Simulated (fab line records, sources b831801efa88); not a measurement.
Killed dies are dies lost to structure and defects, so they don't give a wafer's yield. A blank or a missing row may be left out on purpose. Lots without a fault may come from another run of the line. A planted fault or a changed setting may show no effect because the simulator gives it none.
Which tool did it? | flow gf180mcu | 12 lots, 36 wafers sampled, at 3 steps of a route of 602

WHAT THE GAUGES READ, wafer by wafer
GF_V5_THK_MEAS_25: measures by xrf. Usual: V5_W_THK 352 nm, standard deviation 9.1.
lot  | measured     | on            | V5_W_THK (nm) | flag
L196 | day 28 11:41 | film_metro-02 | 345 357 348   |
L197 | day 28 16:21 | film_metro-02 | 350 355 353   |
L198 | day 29 01:44 | film_metro-02 | 353 352 352   |
L199 | day 29 07:03 | film_metro-02 | 354 351 353   |
L201 | day 29 18:08 | film_metro-03 | 339 338 338   |
L202 | day 30 04:59 | film_metro-03 | 336 341 343   |
L208 | day 31 20:29 | film_metro-02 | 347 347 352   |
L210 | day 32 07:25 | film_metro-02 | 371 354 369   |
L212 | day 32 22:25 | film_metro-02 | 362 362 357   |
L213 | day 32 22:56 | film_metro-02 | 370 371 353   |
L214 | day 33 04:52 | film_metro-03 | 360 341 359   |
L216 | day 34 02:36 | film_metro-04 | 346 345 349   |

WHICH TOOL RAN EACH LOT (tool, then ch and the chambers of the sampled wafers, then the start)
lot  | GF_MIM_SPUTTER_04            | GF_V5_STRIP_18
L196 | pvd_sputter-03, day 25 17:57 | plasma_asher-01 ch 0,1, day 28 10:49
L197 | pvd_sputter-04, day 26 00:34 | plasma_asher-03 ch 0,1, day 28 15:26
L198 | pvd_sputter-03, day 26 11:47 | plasma_asher-03 ch 0,1, day 29 00:52
L199 | pvd_sputter-03, day 26 16:21 | plasma_asher-03 ch 0,1, day 29 06:10
L201 | pvd_sputter-04, day 27 05:33 | plasma_asher-02 ch 0,1, day 29 17:16
L202 | pvd_sputter-03, day 27 15:39 | plasma_asher-01 ch 0,1, day 30 03:58
L208 | pvd_sputter-04, day 29 11:01 | plasma_asher-03 ch 0,1, day 31 19:34
L210 | pvd_sputter-04, day 29 23:47 | plasma_asher-03 ch 0,1, day 32 06:32
L212 | pvd_sputter-02, day 30 15:12 | plasma_asher-02 ch 0,1, day 32 21:28
L213 | pvd_sputter-02, day 30 17:29 | plasma_asher-01 ch 0,1, day 32 21:58
L214 | pvd_sputter-03, day 30 22:36 | plasma_asher-03 ch 0,1, day 33 03:56
L216 | pvd_sputter-02, day 32 00:01 | plasma_asher-01 ch 0,1, day 34 01:40
- GF_MIM_SPUTTER_04: material TiN, target thk 50 nm, time 41.7 s.
- GF_V5_STRIP_18: strips in O2/N2.

WHAT THE TOOLS THEMSELVES READ (means of the sampled wafers that have a number; where no wafer has one, the mark that the record gives instead)
GF_MIM_SPUTTER_04. Usual: chamber_pressure_pa 0.4000 Pa, standard deviation 0.00074; throttle_valve_pct 29.9 %, standard deviation 0.86.
lot  | tool           | chamber_pressure_pa (Pa) | throttle_valve_pct (%) | flag
L196 | pvd_sputter-03 | 0.3998                   | 30.2                   |
L197 | pvd_sputter-04 | 0.3994                   | 30.1                   |
L198 | pvd_sputter-03 | 0.4002                   | 30.5                   |
L199 | pvd_sputter-03 | 0.4000                   | 29.0                   |
L201 | pvd_sputter-04 | 0.3998                   | 30.5                   |
L202 | pvd_sputter-03 | 0.4006                   | 30.3                   |
L208 | pvd_sputter-04 | 0.4002                   | 29.4                   |
L210 | pvd_sputter-04 | 0.4005                   | 29.5                   |
L212 | pvd_sputter-02 | 0.4002                   | 29.7                   |
L213 | pvd_sputter-02 | 0.3997                   | 30.0                   |
L214 | pvd_sputter-03 | 0.3996                   | 29.9                   |
L216 | pvd_sputter-02 | 0.4004                   | 29.3                   |

GF_V5_STRIP_18. Usual: drypump_motor_current_A 5.9 A, standard deviation 0.47; heater_power_w 340 W, standard deviation 26; oes_product_au 0.569 a.u., standard deviation 0.0047.
lot  | tool            | drypump_motor_current_A (A) | heater_power_w (W) | oes_product_au (a.u.) | flag
L196 | plasma_asher-01 | 5.5                         | 332                | 0.576                 |
L197 | plasma_asher-03 | 5.9                         | 322                | 0.570                 |
L198 | plasma_asher-03 | 6.2                         | 327                | 0.569                 |
L199 | plasma_asher-03 | 5.9                         | 325                | 0.568                 |
L201 | plasma_asher-02 | 5.9                         | 388                | 0.571                 |
L202 | plasma_asher-01 | 5.6                         | 333                | 0.571                 |
L208 | plasma_asher-03 | 5.9                         | 320                | 0.563                 |
L210 | plasma_asher-03 | 6.0                         | 328                | 0.568                 |
L212 | plasma_asher-02 | 5.8                         | 389                | 0.573                 |
L213 | plasma_asher-01 | 5.5                         | 332                | 0.569                 |
L214 | plasma_asher-03 | 6.2                         | 327                | 0.569                 |
L216 | plasma_asher-01 | 5.9                         | 328                | 0.566                 |

THE ANSWER, worked out from the rows above alone
Rule: a lot is off if the mean of its wafers that have a number lies more than 3 standard deviations from the usual mean. A lot without any number at a reading at which 4 lots or more have one is off too. The other lots that the step has rows for count as sound. The gauges are gone through in route order, then the tools' own readings, and for those a lot's mean is taken as printed above. The first step at which some lot is off is used, and at that step the reading that is off furthest; a lot without a number counts as furthest.
No lot is off at any reading shown: from this, nothing can be told.

WHAT THE SIMULATOR HAD PUT IN
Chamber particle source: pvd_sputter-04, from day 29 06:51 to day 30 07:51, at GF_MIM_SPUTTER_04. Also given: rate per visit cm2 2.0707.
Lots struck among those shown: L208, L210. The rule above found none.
